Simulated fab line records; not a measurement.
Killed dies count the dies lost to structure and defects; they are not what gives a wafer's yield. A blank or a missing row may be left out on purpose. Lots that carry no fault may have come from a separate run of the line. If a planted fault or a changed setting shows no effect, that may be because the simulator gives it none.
fab line records || flow gf180mcu || part 2 of 2: steps 26 to 36 of 36
record {"lots": 5, "wafers": 15, "lastDay": 33}
route steps=602 shown V2@404 M3@409 V3@429
lots that met no fault: taken from a fault-free run of the same line
startH: start of the lot's first displayed wafer, in hours after the record's first day || waitH: hours from the lot's prior step to this one || " identical to the entry in the row above || L1.1+2: one row covering several wafers at once || - no value present, or no start provided || * or withheld: withheld || < > ~ a bound
route shown NAME@n: NAME is a module with steps in the file, n the number in the route of the first one || usual: average and standard deviation across the fault-free wafers || same: alike in all rows || chamber/n: place in a boat || sites: each site's reading || _std_site: their standard deviation || _edge_site: inner sites' mean taken away from outer sites' mean || radiusMm: how far each site lies from the wafer's centre || mask NAME#n: copy n || behind: the most recent tool/chamber to have shaped the wafer || hold: why the lot was held/for how many hours/how that ended || device: the n, p or np transistor that did not switch || end of line: at the end of the route, the tests of the same wafers || step lacking rows: just its recipe || killed: the dies lost at the first sort to structure and to defects; this is not the yield of the wafer || map: a wafer's dies, x killed, . not, _ none there
set.NAME: setting as actually run; set.NAME@STEP: the setting as run at that earlier step || model.NAME: the simulator's own value behind a step, which no gauge read
lots at selected steps of the route; one table per step, one row per wafer
services: a tool's chamber out of use, with start hour (startH, from the record's first day; less than 0 if before it), hours out, and reason
## steps
# step GF_V3_CVD_00
# recipe {"material": "SiO2", "targetThkNm": 600, "sigmaOpenFrac": 0.3, "tempC": 400, "timeS": 100, "sih4FlowSccm": 60, "pressureMtorr": 6}
{"lot.wafer": "L074.2+3+5", "tool": "hdpcvd-02", "chamber": "2,1,1", "startH": 492.49, "waitH": 0.0}
{"lot.wafer": "L082.1+2+4", "tool": "hdpcvd-01", "chamber": "1,2,1", "startH": 562.37, "waitH": 0.0}
{"lot.wafer": "L088.1+2+6", "tool": "hdpcvd-02", "chamber": "2,1,0", "startH": 607.18, "waitH": 0.0}
{"lot.wafer": "L089.1+2+5", "tool": "hdpcvd-02", "chamber": "0,1,1", "startH": 619.93, "waitH": 0.0}
{"lot.wafer": "L092.2+4+6", "tool": "hdpcvd-01", "chamber": "2,0,1", "startH": 638.25, "waitH": 0.0}
# step GF_V3_THK_MEAS_01
# recipe {"reads": "SiO2_of_V3_CVD_00"}
# usual {"V3_CVD_00_THK": "598/8.1"}
{"lot.wafer": "L074.2", "tool": "filmMetro-02", "chamber": "-", "startH": 492.57, "waitH": 0.0, "V3_CVD_00_THK[nm]": 608}
{"lot.wafer": "L074.3", "tool": "filmMetro-02", "chamber": "-", "startH": 492.57, "waitH": 0.0, "V3_CVD_00_THK[nm]": 612}
{"lot.wafer": "L074.5", "tool": "filmMetro-02", "chamber": "-", "startH": 492.57, "waitH": 0.0, "V3_CVD_00_THK[nm]": 602}
{"lot.wafer": "L082.1", "tool": "filmMetro-01", "chamber": "-", "startH": 562.44, "waitH": 0.0, "V3_CVD_00_THK[nm]": 607}
{"lot.wafer": "L082.2", "tool": "filmMetro-01", "chamber": "-", "startH": 562.44, "waitH": 0.0, "V3_CVD_00_THK[nm]": 590}
{"lot.wafer": "L082.4", "tool": "filmMetro-01", "chamber": "-", "startH": 562.44, "waitH": 0.0, "V3_CVD_00_THK[nm]": 603}
{"lot.wafer": "L088.1", "tool": "filmMetro-03", "chamber": "-", "startH": 607.26, "waitH": 0.0, "V3_CVD_00_THK[nm]": 592}
{"lot.wafer": "L088.2", "tool": "filmMetro-03", "chamber": "-", "startH": 607.26, "waitH": 0.0, "V3_CVD_00_THK[nm]": 605}
{"lot.wafer": "L088.6", "tool": "filmMetro-03", "chamber": "-", "startH": 607.26, "waitH": 0.0, "V3_CVD_00_THK[nm]": 590}
{"lot.wafer": "L089.1", "tool": "filmMetro-01", "chamber": "-", "startH": 620.00, "waitH": 0.0, "V3_CVD_00_THK[nm]": 592}
{"lot.wafer": "L089.2", "tool": "filmMetro-01", "chamber": "-", "startH": 620.00, "waitH": 0.0, "V3_CVD_00_THK[nm]": 599}
{"lot.wafer": "L089.5", "tool": "filmMetro-01", "chamber": "-", "startH": 620.00, "waitH": 0.0, "V3_CVD_00_THK[nm]": 601}
{"lot.wafer": "L092.2", "tool": "filmMetro-01", "chamber": "-", "startH": 638.34, "waitH": 0.0, "V3_CVD_00_THK[nm]": 596}
{"lot.wafer": "L092.4", "tool": "filmMetro-01", "chamber": "-", "startH": 638.34, "waitH": 0.0, "V3_CVD_00_THK[nm]": 601}
{"lot.wafer": "L092.6", "tool": "filmMetro-01", "chamber": "-", "startH": 638.34, "waitH": 0.0, "V3_CVD_00_THK[nm]": 604}
# step GF_V3_CVD_02
# recipe {"material": "SiO2", "targetThkNm": 850, "precursor": "TEOS", "tempC": 400, "timeS": 90.27, "rfW": 600}
# usual {"heaterPowerW": "601/94", "rfFwdPowerW": "595.7/2.3"}
{"lot.wafer": "L074.2", "tool": "pecvd-04", "chamber": 2, "startH": 492.62, "waitH": 0.0, "heaterPowerW": 575, "rfFwdPowerW": 593.6}
{"lot.wafer": "L074.3", "tool": "pecvd-04", "chamber": 1, "startH": 492.62, "waitH": 0.0, "heaterPowerW": 619, "rfFwdPowerW": 595.6}
{"lot.wafer": "L074.5", "tool": "pecvd-04", "chamber": 1, "startH": 492.62, "waitH": 0.0, "heaterPowerW": 649, "rfFwdPowerW": 595.5}
{"lot.wafer": "L082.1", "tool": "pecvd-04", "chamber": 2, "startH": 562.50, "waitH": 0.1, "heaterPowerW": 506, "rfFwdPowerW": 593.2}
{"lot.wafer": "L082.2", "tool": "pecvd-04", "chamber": 1, "startH": 562.50, "waitH": 0.1, "heaterPowerW": 627, "rfFwdPowerW": 597.3}
{"lot.wafer": "L082.4", "tool": "pecvd-04", "chamber": 1, "startH": 562.50, "waitH": 0.1, "heaterPowerW": 669, "rfFwdPowerW": 599.5}
{"lot.wafer": "L088.1", "tool": "pecvd-01", "chamber": 1, "startH": 607.32, "waitH": 0.1, "heaterPowerW": 657, "rfFwdPowerW": 595.6}
{"lot.wafer": "L088.2", "tool": "pecvd-01", "chamber": 2, "startH": 607.32, "waitH": 0.1, "heaterPowerW": 789, "rfFwdPowerW": 596.5}
{"lot.wafer": "L088.6", "tool": "pecvd-01", "chamber": 0, "startH": 607.32, "waitH": 0.1, "heaterPowerW": 606, "rfFwdPowerW": 593.6}
{"lot.wafer": "L089.1", "tool": "pecvd-01", "chamber": 2, "startH": 620.06, "waitH": 0.1, "heaterPowerW": 814, "rfFwdPowerW": 594.3}
{"lot.wafer": "L089.2", "tool": "pecvd-01", "chamber": 0, "startH": 620.06, "waitH": 0.1, "heaterPowerW": 623, "rfFwdPowerW": 597.0}
{"lot.wafer": "L089.5", "tool": "pecvd-01", "chamber": 2, "startH": 620.06, "waitH": 0.1, "heaterPowerW": 658, "rfFwdPowerW": 593.8}
{"lot.wafer": "L092.2", "tool": "pecvd-04", "chamber": 0, "startH": 638.39, "waitH": 0.0, "heaterPowerW": 529, "rfFwdPowerW": 598.2}
{"lot.wafer": "L092.4", "tool": "pecvd-04", "chamber": 0, "startH": 638.39, "waitH": 0.0, "heaterPowerW": 433, "rfFwdPowerW": 597.1}
{"lot.wafer": "L092.6", "tool": "pecvd-04", "chamber": 0, "startH": 638.39, "waitH": 0.0, "heaterPowerW": 479, "rfFwdPowerW": 595.7}
# step GF_V3_THK_MEAS_03
# recipe {"reads": "SiO2_of_V3_CVD_02"}
# usual {"V3_CVD_02_THK": "814/15"}
{"lot.wafer": "L074.2", "tool": "filmMetro-02", "chamber": "-", "startH": 492.70, "waitH": 0.0, "V3_CVD_02_THK[nm]": 814}
{"lot.wafer": "L074.3", "tool": "filmMetro-02", "chamber": "-", "startH": 492.70, "waitH": 0.0, "V3_CVD_02_THK[nm]": 817}
{"lot.wafer": "L074.5", "tool": "filmMetro-02", "chamber": "-", "startH": 492.70, "waitH": 0.0, "V3_CVD_02_THK[nm]": 821}
{"lot.wafer": "L082.1", "tool": "filmMetro-03", "chamber": "-", "startH": 562.57, "waitH": 0.0, "V3_CVD_02_THK[nm]": 823}
{"lot.wafer": "L082.2", "tool": "filmMetro-03", "chamber": "-", "startH": 562.57, "waitH": 0.0, "V3_CVD_02_THK[nm]": 824}
{"lot.wafer": "L082.4", "tool": "filmMetro-03", "chamber": "-", "startH": 562.57, "waitH": 0.0, "V3_CVD_02_THK[nm]": 819}
{"lot.wafer": "L088.1", "tool": "filmMetro-01", "chamber": "-", "startH": 607.38, "waitH": 0.0, "V3_CVD_02_THK[nm]": 786}
{"lot.wafer": "L088.2", "tool": "filmMetro-01", "chamber": "-", "startH": 607.38, "waitH": 0.0, "V3_CVD_02_THK[nm]": 813}
{"lot.wafer": "L088.6", "tool": "filmMetro-01", "chamber": "-", "startH": 607.38, "waitH": 0.0, "V3_CVD_02_THK[nm]": 793}
{"lot.wafer": "L089.1", "tool": "filmMetro-01", "chamber": "-", "startH": 620.13, "waitH": 0.0, "V3_CVD_02_THK[nm]": 808}
{"lot.wafer": "L089.2", "tool": "filmMetro-01", "chamber": "-", "startH": 620.13, "waitH": 0.0, "V3_CVD_02_THK[nm]": 787}
{"lot.wafer": "L089.5", "tool": "filmMetro-01", "chamber": "-", "startH": 620.13, "waitH": 0.0, "V3_CVD_02_THK[nm]": 818}
{"lot.wafer": "L092.2", "tool": "filmMetro-01", "chamber": "-", "startH": 638.50, "waitH": 0.1, "V3_CVD_02_THK[nm]": 820}
{"lot.wafer": "L092.4", "tool": "filmMetro-01", "chamber": "-", "startH": 638.50, "waitH": 0.1, "V3_CVD_02_THK[nm]": 824}
{"lot.wafer": "L092.6", "tool": "filmMetro-01", "chamber": "-", "startH": 638.50, "waitH": 0.1, "V3_CVD_02_THK[nm]": 829}
# step GF_V3_CMP_04
# recipe {"material": "SiO2", "downForcePsi": 4, "platenRpm": 60, "padVelocityMS": 0.94248}
# usual {"edgeZonePressureFrac": "1.000/0.0052", "headPressurePsi": "4.000/0.0079", "motorCurrentA": "11.9/0.86", "timeToEndpointS": "66/7.5"}
{"lot.wafer": "L074.2", "tool": "cmp-01", "chamber": 1, "startH": 492.75, "waitH": 0.0, "edgeZonePressureFrac": 0.999, "headPressurePsi": 3.993, "motorCurrentA": 11.2, "timeToEndpointS": 61}
{"lot.wafer": "L074.3", "tool": "cmp-01", "chamber": 2, "startH": 492.75, "waitH": 0.0, "edgeZonePressureFrac": 1.000, "headPressurePsi": 3.990, "motorCurrentA": 11.0, "timeToEndpointS": 66}
{"lot.wafer": "L074.5", "tool": "cmp-01", "chamber": 2, "startH": 492.75, "waitH": 0.0, "edgeZonePressureFrac": 1.003, "headPressurePsi": 4.006, "motorCurrentA": 10.7, "timeToEndpointS": 65}
{"lot.wafer": "L082.2", "tool": "cmp-01", "chamber": 0, "startH": 562.63, "waitH": 0.0, "edgeZonePressureFrac": 0.996, "headPressurePsi": 4.004, "motorCurrentA": 12.8, "timeToEndpointS": 77}
{"lot.wafer": "L082.4", "tool": "cmp-01", "chamber": 2, "startH": 562.63, "waitH": 0.0, "edgeZonePressureFrac": 0.991, "headPressurePsi": 3.997, "motorCurrentA": 11.3, "timeToEndpointS": 67}
{"lot.wafer": "L082.1", "tool": "cmp-01", "chamber": 3, "startH": 562.63, "waitH": 0.0, "edgeZonePressureFrac": 1.001, "headPressurePsi": 4.005, "motorCurrentA": 12.6, "timeToEndpointS": 75}
{"lot.wafer": "L088.1", "tool": "cmp-02", "chamber": 0, "startH": 607.54, "waitH": 0.1, "edgeZonePressureFrac": 0.999, "headPressurePsi": 4.006, "motorCurrentA": 11.3, "timeToEndpointS": 59}
{"lot.wafer": "L088.2", "tool": "cmp-02", "chamber": 1, "startH": 607.54, "waitH": 0.1, "edgeZonePressureFrac": 1.004, "headPressurePsi": 3.991, "motorCurrentA": 11.6, "timeToEndpointS": 66}
{"lot.wafer": "L088.6", "tool": "cmp-02", "chamber": 3, "startH": 607.54, "waitH": 0.1, "edgeZonePressureFrac": 0.999, "headPressurePsi": 4.005, "motorCurrentA": 10.7, "timeToEndpointS": 53}
{"lot.wafer": "L089.1", "tool": "cmp-02", "chamber": 1, "startH": 620.24, "waitH": 0.1, "edgeZonePressureFrac": 0.997, "headPressurePsi": 4.012, "motorCurrentA": 12.7, "timeToEndpointS": 64}
{"lot.wafer": "L089.2", "tool": "cmp-02", "chamber": 3, "startH": 620.24, "waitH": 0.1, "edgeZonePressureFrac": 1.006, "headPressurePsi": 4.008, "motorCurrentA": 10.3, "timeToEndpointS": 48}
{"lot.wafer": "L089.5", "tool": "cmp-02", "chamber": 0, "startH": 620.24, "waitH": 0.1, "edgeZonePressureFrac": 1.000, "headPressurePsi": 4.009, "motorCurrentA": 11.4, "timeToEndpointS": 69}
{"lot.wafer": "L092.4", "tool": "cmp-02", "chamber": 2, "startH": 638.83, "waitH": 0.3, "edgeZonePressureFrac": 1.011, "headPressurePsi": 4.005, "motorCurrentA": 14.5, "timeToEndpointS": 69}
{"lot.wafer": "L092.2", "tool": "cmp-02", "chamber": 3, "startH": 638.83, "waitH": 0.3, "edgeZonePressureFrac": 1.002, "headPressurePsi": 4.012, "motorCurrentA": 11.1, "timeToEndpointS": 60}
{"lot.wafer": "L092.6", "tool": "cmp-02", "chamber": 3, "startH": 638.83, "waitH": 0.3, "edgeZonePressureFrac": 1.004, "headPressurePsi": 3.998, "motorCurrentA": 10.9, "timeToEndpointS": 66}
# step GF_V3_BOW_MEAS_05
# recipe {"mode": "bow"}
# usual {"V3_BOW": "115/9.1"}
{"lot.wafer": "L074.2", "tool": "filmMetro-02", "chamber": "-", "startH": 493.07, "waitH": 0.3, "V3_BOW[um]": 114}
{"lot.wafer": "L074.3", "tool": "filmMetro-02", "chamber": "-", "startH": 493.07, "waitH": 0.3, "V3_BOW[um]": 105}
{"lot.wafer": "L074.5", "tool": "filmMetro-02", "chamber": "-", "startH": 493.07, "waitH": 0.3, "V3_BOW[um]": 113}
{"lot.wafer": "L082.1", "tool": "filmMetro-01", "chamber": "-", "startH": 562.93, "waitH": 0.1, "V3_BOW[um]": 88}
{"lot.wafer": "L082.2", "tool": "filmMetro-01", "chamber": "-", "startH": 562.93, "waitH": 0.1, "V3_BOW[um]": 98}
{"lot.wafer": "L082.4", "tool": "filmMetro-01", "chamber": "-", "startH": 562.93, "waitH": 0.1, "V3_BOW[um]": 94}
{"lot.wafer": "L088.1", "tool": "filmMetro-01", "chamber": "-", "startH": 607.74, "waitH": 0.1, "V3_BOW[um]": 115}
{"lot.wafer": "L088.2", "tool": "filmMetro-01", "chamber": "-", "startH": 607.74, "waitH": 0.1, "V3_BOW[um]": 135}
{"lot.wafer": "L088.6", "tool": "filmMetro-01", "chamber": "-", "startH": 607.74, "waitH": 0.1, "V3_BOW[um]": 129}
{"lot.wafer": "L089.1", "tool": "filmMetro-03", "chamber": "-", "startH": 620.49, "waitH": 0.2, "V3_BOW[um]": 112}
{"lot.wafer": "L089.2", "tool": "filmMetro-03", "chamber": "-", "startH": 620.49, "waitH": 0.2, "V3_BOW[um]": 123}
{"lot.wafer": "L089.5", "tool": "filmMetro-03", "chamber": "-", "startH": 620.49, "waitH": 0.2, "V3_BOW[um]": 124}
{"lot.wafer": "L092.2", "tool": "filmMetro-02", "chamber": "-", "startH": 639.15, "waitH": 0.2, "V3_BOW[um]": 121}
{"lot.wafer": "L092.4", "tool": "filmMetro-02", "chamber": "-", "startH": 639.15, "waitH": 0.2, "V3_BOW[um]": 120}
{"lot.wafer": "L092.6", "tool": "filmMetro-02", "chamber": "-", "startH": 639.15, "waitH": 0.2, "V3_BOW[um]": 124}
# step GF_V3_DEHYDRATE_06
# recipe {"tempC": 200, "timeS": 60}
{"lot.wafer": "L074.2+3+5", "tool": "lithoTrack-01", "chamber": 0, "startH": 503.50, "waitH": 10.4}
{"lot.wafer": "L082.1+2+4", "tool": "lithoTrack-02", "chamber": 0, "startH": 572.81, "waitH": 9.9}
{"lot.wafer": "L088.1+2+6", "tool": "lithoTrack-01", "chamber": 0, "startH": 617.23, "waitH": 9.5}
{"lot.wafer": "L089.1+2+5", "tool": "lithoTrack-03", "chamber": 0, "startH": 630.02, "waitH": 9.5}
{"lot.wafer": "L092.2+4+6", "tool": "lithoTrack-02", "chamber": 0, "startH": 648.88, "waitH": 9.7}
# step GF_V3_HMDS_07
# recipe {"primeTimeS": 60, "primeTempC": 120}
# usual {"primeTempC": "119.99/0.15"}
{"lot.wafer": "L074.2", "tool": "lithoTrack-01", "chamber": 0, "startH": 503.65, "waitH": 0.1, "primeTempC": 120.05}
{"lot.wafer": "L074.3", "tool": "lithoTrack-01", "chamber": 0, "startH": 503.65, "waitH": 0.1, "primeTempC": 119.98}
{"lot.wafer": "L074.5", "tool": "lithoTrack-01", "chamber": 0, "startH": 503.65, "waitH": 0.1, "primeTempC": 119.83}
{"lot.wafer": "L082.1", "tool": "lithoTrack-02", "chamber": 0, "startH": 572.96, "waitH": 0.1, "primeTempC": 119.92}
{"lot.wafer": "L082.2", "tool": "lithoTrack-02", "chamber": 0, "startH": 572.96, "waitH": 0.1, "primeTempC": 119.86}
{"lot.wafer": "L082.4", "tool": "lithoTrack-02", "chamber": 0, "startH": 572.96, "waitH": 0.1, "primeTempC": 120.15}
{"lot.wafer": "L088.1", "tool": "lithoTrack-01", "chamber": 0, "startH": 617.38, "waitH": 0.1, "primeTempC": 119.76}
{"lot.wafer": "L088.2", "tool": "lithoTrack-01", "chamber": 0, "startH": 617.38, "waitH": 0.1, "primeTempC": 119.88}
{"lot.wafer": "L088.6", "tool": "lithoTrack-01", "chamber": 0, "startH": 617.38, "waitH": 0.1, "primeTempC": 119.66}
{"lot.wafer": "L089.1", "tool": "lithoTrack-03", "chamber": 0, "startH": 630.17, "waitH": 0.1, "primeTempC": 120.03}
{"lot.wafer": "L089.2", "tool": "lithoTrack-03", "chamber": 0, "startH": 630.17, "waitH": 0.1, "primeTempC": 119.64}
{"lot.wafer": "L089.5", "tool": "lithoTrack-03", "chamber": 0, "startH": 630.17, "waitH": 0.1, "primeTempC": 119.94}
{"lot.wafer": "L092.2", "tool": "lithoTrack-02", "chamber": 0, "startH": 649.03, "waitH": 0.1, "primeTempC": 119.76}
{"lot.wafer": "L092.4", "tool": "lithoTrack-02", "chamber": 0, "startH": 649.03, "waitH": 0.1, "primeTempC": 120.04}
{"lot.wafer": "L092.6", "tool": "lithoTrack-02", "chamber": 0, "startH": 649.03, "waitH": 0.1, "primeTempC": 119.97}
# step GF_V3_COAT_08
# recipe {"resist": "BARC", "tempC": "withheld", "timeS": "withheld", "spinRpm": "withheld", "resistThkNm": "withheld"}
# usual {"dispensePressureKPa": "51/4.1"}
{"lot.wafer": "L074.2", "tool": "lithoTrack-01", "chamber": 0, "startH": 503.80, "waitH": 0.1, "dispensePressureKPa": 45}
{"lot.wafer": "L074.3", "tool": "lithoTrack-01", "chamber": 0, "startH": 503.80, "waitH": 0.1, "dispensePressureKPa": 45}
{"lot.wafer": "L074.5", "tool": "lithoTrack-01", "chamber": 0, "startH": 503.80, "waitH": 0.1, "dispensePressureKPa": 45}
{"lot.wafer": "L082.1", "tool": "lithoTrack-02", "chamber": 0, "startH": 573.11, "waitH": 0.1, "dispensePressureKPa": 55}
{"lot.wafer": "L082.2", "tool": "lithoTrack-02", "chamber": 0, "startH": 573.11, "waitH": 0.1, "dispensePressureKPa": 55}
{"lot.wafer": "L082.4", "tool": "lithoTrack-02", "chamber": 0, "startH": 573.11, "waitH": 0.1, "dispensePressureKPa": 55}
{"lot.wafer": "L088.1", "tool": "lithoTrack-01", "chamber": 0, "startH": 617.53, "waitH": 0.1, "dispensePressureKPa": 45}
{"lot.wafer": "L088.2", "tool": "lithoTrack-01", "chamber": 0, "startH": 617.53, "waitH": 0.1, "dispensePressureKPa": 45}
{"lot.wafer": "L088.6", "tool": "lithoTrack-01", "chamber": 0, "startH": 617.53, "waitH": 0.1, "dispensePressureKPa": 45}
{"lot.wafer": "L089.1", "tool": "lithoTrack-03", "chamber": 0, "startH": 630.32, "waitH": 0.1, "dispensePressureKPa": 52}
{"lot.wafer": "L089.2", "tool": "lithoTrack-03", "chamber": 0, "startH": 630.32, "waitH": 0.1, "dispensePressureKPa": 52}
{"lot.wafer": "L089.5", "tool": "lithoTrack-03", "chamber": 0, "startH": 630.32, "waitH": 0.1, "dispensePressureKPa": 52}
{"lot.wafer": "L092.2", "tool": "lithoTrack-02", "chamber": 0, "startH": 649.18, "waitH": 0.1, "dispensePressureKPa": 55}
{"lot.wafer": "L092.4", "tool": "lithoTrack-02", "chamber": 0, "startH": 649.18, "waitH": 0.1, "dispensePressureKPa": 55}
{"lot.wafer": "L092.6", "tool": "lithoTrack-02", "chamber": 0, "startH": 649.18, "waitH": 0.1, "dispensePressureKPa": 55}
# step GF_V3_COAT_09
# recipe {"resist": "KrF", "spinRpm": "withheld", "resistThkNm": 1000}
# usual {"dispensePressureKPa": "51/4.1"}
{"lot.wafer": "L074.2", "tool": "lithoTrack-01", "chamber": 0, "startH": "-", "waitH": "-", "dispensePressureKPa": 45}
{"lot.wafer": "L074.3", "tool": "lithoTrack-01", "chamber": 0, "startH": "-", "waitH": "-", "dispensePressureKPa": 45}
{"lot.wafer": "L074.5", "tool": "lithoTrack-01", "chamber": 0, "startH": "-", "waitH": "-", "dispensePressureKPa": 45}
{"lot.wafer": "L082.1", "tool": "lithoTrack-02", "chamber": 0, "startH": "-", "waitH": "-", "dispensePressureKPa": 55}
{"lot.wafer": "L082.2", "tool": "lithoTrack-02", "chamber": 0, "startH": "-", "waitH": "-", "dispensePressureKPa": 55}
{"lot.wafer": "L082.4", "tool": "lithoTrack-02", "chamber": 0, "startH": "-", "waitH": "-", "dispensePressureKPa": 55}
{"lot.wafer": "L088.1", "tool": "lithoTrack-01", "chamber": 0, "startH": "-", "waitH": "-", "dispensePressureKPa": 45}
{"lot.wafer": "L088.2", "tool": "lithoTrack-01", "chamber": 0, "startH": "-", "waitH": "-", "dispensePressureKPa": 45}
{"lot.wafer": "L088.6", "tool": "lithoTrack-01", "chamber": 0, "startH": "-", "waitH": "-", "dispensePressureKPa": 45}
{"lot.wafer": "L089.1", "tool": "lithoTrack-03", "chamber": 0, "startH": "-", "waitH": "-", "dispensePressureKPa": 52}
{"lot.wafer": "L089.2", "tool": "lithoTrack-03", "chamber": 0, "startH": "-", "waitH": "-", "dispensePressureKPa": 52}
{"lot.wafer": "L089.5", "tool": "lithoTrack-03", "chamber": 0, "startH": "-", "waitH": "-", "dispensePressureKPa": 52}
{"lot.wafer": "L092.2", "tool": "lithoTrack-02", "chamber": 0, "startH": "-", "waitH": "-", "dispensePressureKPa": 55}
{"lot.wafer": "L092.4", "tool": "lithoTrack-02", "chamber": 0, "startH": "-", "waitH": "-", "dispensePressureKPa": 55}
{"lot.wafer": "L092.6", "tool": "lithoTrack-02", "chamber": 0, "startH": "-", "waitH": "-", "dispensePressureKPa": 55}
# step GF_V3_SOFTBAKE_10
# recipe {"tempC": 130, "timeS": 60, "resist": "KrF"}
{"lot.wafer": "L074.2+3+5", "tool": "lithoTrack-01", "chamber": 0, "startH": "-", "waitH": "-"}
{"lot.wafer": "L082.1+2+4", "tool": "lithoTrack-02", "chamber": 0, "startH": "-", "waitH": "-"}
{"lot.wafer": "L088.1+2+6", "tool": "lithoTrack-01", "chamber": 0, "startH": "-", "waitH": "-"}
{"lot.wafer": "L089.1+2+5", "tool": "lithoTrack-03", "chamber": 0, "startH": "-", "waitH": "-"}
{"lot.wafer": "L092.2+4+6", "tool": "lithoTrack-02", "chamber": 0, "startH": "-", "waitH": "-"}
## services
{"tool": "cmp-02", "chamber": "-", "startH": 450.45, "hours": 2.8, "kind": "pm"}
{"tool": "krfScanner-02", "chamber": "-", "startH": 462.88, "hours": 4.4, "kind": "pm"}
{"tool": "krfScanner-02", "chamber": "-", "startH": 467.28, "hours": 0.8, "kind": "pm"}
{"tool": "pvdSputter-01", "chamber": "-", "startH": 470.32, "hours": 4.6, "kind": "repair"}
{"tool": "krfScanner-02", "chamber": "-", "startH": 470.80, "hours": 0.2, "kind": "repair"}
{"tool": "cmp-01", "chamber": "-", "startH": 475.28, "hours": 0.6, "kind": "repair"}
{"tool": "cmp-02", "chamber": "-", "startH": 489.44, "hours": 1.6, "kind": "repair"}
{"tool": "cmp-01", "chamber": "-", "startH": 505.28, "hours": 2.5, "kind": "repair"}
{"tool": "krfScanner-02", "chamber": "-", "startH": 507.09, "hours": 1.3, "kind": "pm"}
{"tool": "cvdW-02", "chamber": 0, "startH": 511.11, "hours": 7.5, "kind": "repair"}
{"tool": "krfScanner-02", "chamber": "-", "startH": 523.37, "hours": 2.7, "kind": "repair"}
{"tool": "hdpcvd-02", "chamber": "-", "startH": 525.56, "hours": 2.8, "kind": "pm"}
{"tool": "wetBench-01", "chamber": "-", "startH": 548.21, "hours": 1.9, "kind": "pm"}
{"tool": "pecvd-04", "chamber": "-", "startH": 550.89, "hours": 1.3, "kind": "repair"}
{"tool": "hdpcvd-02", "chamber": "-", "startH": 554.25, "hours": 14.6, "kind": "pm"}
{"tool": "cvdW-02", "chamber": "-", "startH": 567.60, "hours": 0.2, "kind": "repair"}
{"tool": "cmp-01", "chamber": "-", "startH": 572.35, "hours": 4.0, "kind": "pm"}
{"tool": "pvdSputter-03", "chamber": "-", "startH": 600.52, "hours": 3.6, "kind": "repair"}
{"tool": "krfScanner-02", "chamber": "-", "startH": 604.25, "hours": 1.0, "kind": "pm"}
{"tool": "krfScanner-02", "chamber": "-", "startH": 619.22, "hours": 2.2, "kind": "repair"}
{"tool": "cmp-02", "chamber": "-", "startH": 632.04, "hours": 4.0, "kind": "pm"}
{"tool": "krfScanner-02", "chamber": "-", "startH": 635.65, "hours": 0.8, "kind": "pm"}
{"tool": "cmp-01", "chamber": "-", "startH": 637.80, "hours": 1.8, "kind": "repair"}
{"tool": "pvdSputter-03", "chamber": "-", "startH": 644.63, "hours": 0.8, "kind": "repair"}
